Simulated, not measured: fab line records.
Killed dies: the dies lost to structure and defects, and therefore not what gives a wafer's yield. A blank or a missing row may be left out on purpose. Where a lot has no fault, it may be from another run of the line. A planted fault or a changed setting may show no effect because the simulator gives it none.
Chamber matching ; flow sfq line ; cmp-01 running SFQ_TRILAYER_I1_CMP_CMP_046: 4 sister chambers
The step polishes SiO2. 8 wafers are shown with their chamber, then 9 later ones without.

WAFERS, EACH WITH ITS CHAMBER
wafer;chamber;motor current A (A);time to endpoint s (s)
L961.4;3;9.7;225
L962.2;1;10.7;226
L962.3;0;9.7;212
L962.1;3;9.7;212
L963.3;2;11.7;214
L963.5;2;11.8;221
L963.6;1;10.5;224
L964.3;0;9.7;212

WAFERS WITHOUT THEIR CHAMBER
wafer;motor current A (A);time to endpoint s (s)
L964.4;9.4;217
L964.5;10.0;227
L966.3;10.9;222
L966.4;12.1;231
L966.5;10.0;231
L968.2;11.9;219
L968.3;10.2;209
L970.4;9.5;226
L970.5;10.5;234

THE CHAMBER EACH PASSED THROUGH
wafer;from the rows above;in truth
L964.4;can't be placed: 3 or 0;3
L964.5;can't be placed: 3 or 0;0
L966.3;1;1
L966.4;2;2
L966.5;can't be placed: 3 or 0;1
L968.2;2;2
L968.3;can't be placed: 1 or 0 or 3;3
L970.4;can't be placed: 3 or 0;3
L970.5;1;1
Placed correctly: 4 of 9. Can't be placed from these rows: 5 (the true chamber is among the candidates in 4). Number placed wrongly: 0.
How it was worked out, from the rows above alone: a wafer's distance from a chamber is the root of the sum, over the readings, of the square of ((its reading less the chamber's mean) divided by the reading's scatter). The wafer belongs to the nearest chamber; if the next one is less than 2 further off, it can't be placed. For every chamber, the mean is computed from those of its wafers that are shown. The scatter: the root of (the sum of the squares of (reading less its chamber's mean) over the shown wafers, divided by (wafers less chambers)).
